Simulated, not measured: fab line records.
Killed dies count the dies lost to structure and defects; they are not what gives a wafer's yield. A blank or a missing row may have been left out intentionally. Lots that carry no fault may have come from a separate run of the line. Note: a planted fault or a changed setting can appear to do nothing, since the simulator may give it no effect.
Which tool is to blame? | flow sfq line | 14 lots, 42 wafers sampled, at 4 steps of a route of 325

WHAT EACH GAUGE READ, for each wafer
SFQ_C5_OVL_MEAS_937.
lot  | measured     | on         | C5_OVL (nm)
L169 | day 66 13:33 | overlay-02 | 4 4 2
L170 | day 66 17:09 | overlay-02 | -1 -3 -1
L171 | day 66 18:22 | overlay-02 | 3 9 1
L173 | day 72 11:56 | overlay-01 | 0 1 -3
L174 | day 72 14:20 | overlay-02 | 3 1 2
L175 | day 72 20:20 | overlay-02 | 1 -1 2
L176 | day 73 01:08 | overlay-02 | 6 4 7
L177 | day 73 11:56 | overlay-02 | -4 -1 -1
L178 | day 74 03:39 | overlay-02 | 10 12 9
L179 | day 75 00:04 | overlay-02 | -3 -8 -8
L182 | day 75 20:28 | overlay-01 | -1 -2 -4
L184 | day 76 09:40 | overlay-02 | 6 4 2
L191 | day 78 06:22 | overlay-02 | -9 -9 -13
L192 | day 78 08:46 | overlay-01 | -2 -2 -1

EACH LOT AND THE TOOL THAT RAN IT (in order: tool; ch and the chambers of the sampled wafers; start)
lot  | SFQ_TRILAYER_I4_CMP_CMP_100   | SFQ_TRILAYER_I4_VIA_BARC_OPEN_VIA_ETCH_146 | SFQ_TRILAYER_R5_DEP_SPUTTER_132
L169 | cmp-02 ch 0,1,2, day 38 14:15 | rie diel-02 ch 0,3, day 42 03:35           | pvd sputter-06, day 54 19:30
L170 | cmp-01 ch 0,1,2, day 39 00:52 | rie diel-01 ch 0,1,2, day 42 04:47         | pvd sputter-03, day 54 21:47
L171 | cmp-01 ch 0,1,3, day 39 22:14 | rie diel-02 ch 0,2,3, day 42 05:59         | pvd sputter-06, day 54 22:30
L173 | cmp-02 ch 0,2,3, day 40 14:50 | rie diel-03 ch 1,2,3, day 42 08:23         | pvd sputter-06, day 55 01:30
L174 | cmp-02 ch 0,1,2, day 41 04:02 | rie diel-02 ch 0,1,3, day 42 09:35         | pvd sputter-05, day 55 03:47
L175 | cmp-01 ch 1,2, day 43 00:34   | rie diel-02 ch 0,1,2, day 43 06:48         | pvd sputter-06, day 55 21:22
L176 | cmp-02 ch 0,1,2, day 43 08:53 | rie diel-03 ch 0,1,3, day 43 15:29         | pvd sputter-05, day 56 00:58
L177 | cmp-01 ch 1,2, day 44 07:04   | rie diel-02 ch 0,1,3, day 44 13:22         | pvd sputter-03, day 56 22:53
L178 | cmp-01 ch 0,2,3, day 45 20:23 | rie diel-01 ch 0,1,2, day 46 03:28         | pvd sputter-06, day 58 10:43
L179 | cmp-01 ch 0,2,3, day 46 09:52 | rie diel-02 ch 0,2,3, day 46 16:09         | pvd sputter-06, day 59 00:40
L182 | cmp-01 ch 0,1,3, day 47 09:46 | rie diel-03 ch 1,2,3, day 53 10:10         | pvd sputter-05, day 59 23:50
L184 | cmp-02 ch 0,1,2, day 47 14:41 | rie diel-02 ch 0,2,3, day 53 16:10         | pvd sputter-05, day 60 06:41
L191 | cmp-02 ch 0,1, day 49 07:32   | rie diel-01 ch 0,1,3, day 55 16:22         | pvd sputter-05, day 62 03:05
L192 | cmp-02 ch 1,3, day 49 21:14   | rie diel-01 ch 0,2,3, day 56 05:34         | pvd sputter-06, day 62 08:35
- SFQ_TRILAYER_I4_CMP_CMP_100: polishes SiO2.
- SFQ_TRILAYER_I4_VIA_BARC_OPEN_VIA_ETCH_146: etches BARC in O2, target depth 125 nm, time 41.7 s.
- SFQ_TRILAYER_R5_DEP_SPUTTER_132: material Ti, target thk 5 nm, time 5 s.

AS READ BY THE TOOLS THEMSELVES (means over the sampled wafers that have a number; for cases with no such wafer, the mark the record gives instead)
SFQ_TRILAYER_I4_CMP_CMP_100.
lot  | tool   | motor current A (A) | slurry flow ml min | time to endpoint s (s)
L169 | cmp-02 | 10.4                | 149.8              | 216
L170 | cmp-01 | 10.7                | 150.5              | 212
L171 | cmp-01 | 10.1                | 150.2              | 205
L173 | cmp-02 | 9.9                 | 149.9              | 213
L174 | cmp-02 | 10.1                | 149.8              | 210
L175 | cmp-01 | 10.8                | 149.9              | 216
L176 | cmp-02 | 10.4                | 149.4              | 219
L177 | cmp-01 | 10.7                | 150.2              | 217
L178 | cmp-01 | 9.9                 | 150.2              | 210
L179 | cmp-01 | 9.7                 | 150.0              | 116
L182 | cmp-01 | 10.2                | 149.6              | 115
L184 | cmp-02 | 10.0                | 149.8              | 217
L191 | cmp-02 | 10.3                | 149.9              | 205
L192 | cmp-02 | 10.4                | 149.8              | 216

SFQ_TRILAYER_I4_VIA_BARC_OPEN_VIA_ETCH_146.
lot  | tool        | drypump motor current A (A) | oes product au (a.u.)
L169 | rie diel-02 | 5.5                         | 0.689
L170 | rie diel-01 | 5.6                         | 0.681
L171 | rie diel-02 | 5.7                         | 0.685
L173 | rie diel-03 | 5.5                         | 0.684
L174 | rie diel-02 | 5.4                         | 0.684
L175 | rie diel-02 | 5.8                         | 0.685
L176 | rie diel-03 | 5.6                         | 0.688
L177 | rie diel-02 | 5.4                         | 0.681
L178 | rie diel-01 | 5.6                         | 0.682
L179 | rie diel-02 | 5.7                         | 0.684
L182 | rie diel-03 | 5.5                         | 0.686
L184 | rie diel-02 | 5.7                         | 0.690
L191 | rie diel-01 | 5.7                         | 0.680
L192 | rie diel-01 | 5.6                         | 0.685

SFQ_TRILAYER_R5_DEP_SPUTTER_132.
lot  | tool           | throttle valve pct (%)
L169 | pvd sputter-06 | 29.3
L170 | pvd sputter-03 | 29.8
L171 | pvd sputter-06 | 29.2
L173 | pvd sputter-06 | 29.0
L174 | pvd sputter-05 | 30.7
L175 | pvd sputter-06 | 29.6
L176 | pvd sputter-05 | 30.6
L177 | pvd sputter-03 | 29.7
L178 | pvd sputter-06 | 29.2
L179 | pvd sputter-06 | 29.0
L182 | pvd sputter-05 | 30.0
L184 | pvd sputter-05 | 30.9
L191 | pvd sputter-05 | 30.8
L192 | pvd sputter-06 | 29.4

THE ANSWER, worked out from the rows above alone
Rule: the usual values come from the lots themselves. The widest of any qualifying gaps counts: lots, ordered by their means at a reading, are off when they make up no more than a third of the lots, leave a main group of 4 or more, and stand apart from it by 3 or more times the standard deviation of that group's means. The tables above print the reading to a certain number of digits; a main group whose means all agree to those digits is not used. A lot without any number at a reading at which 4 lots or more have one is off too. Any other lot the step has rows for is counted as sound. Order of review: gauges by route order, followed by the tools' own readings, for which a lot's mean as printed above is used. The first step at which some lot is off is used, and at that step the reading that is off furthest; a lot without a number counts as furthest.
Off: L179, L182, at SFQ_TRILAYER_I4_CMP_CMP_100 (time to endpoint s). Mean 213 s and standard deviation 4.5 in the main group.
If a tool, at that step or one of the process steps before it, ran each lot that is off and ran no sound lot following the first of them, it fits. One fits: SFQ_TRILAYER_I4_CMP_CMP_100 on cmp-01. A fault onset in the window from L178 (day 45 20:23, its last sound lot) to L179 (day 46 09:52, its first lot off) fits.
On the lots that are off, the tool's own readings at SFQ_TRILAYER_I4_CMP_CMP_100 differ by more than 5 times the standard deviation of the sound lots' means, which bears it out; time to endpoint s reads 116 s there versus 213 s on the sound lots.

WHAT THE SIMULATOR HAD PUT IN
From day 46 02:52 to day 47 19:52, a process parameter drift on cmp-01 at SFQ_TRILAYER_I4_CMP_CMP_100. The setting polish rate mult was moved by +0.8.
Struck lots among those shown: L179, L182. This agrees with what the rule above found.
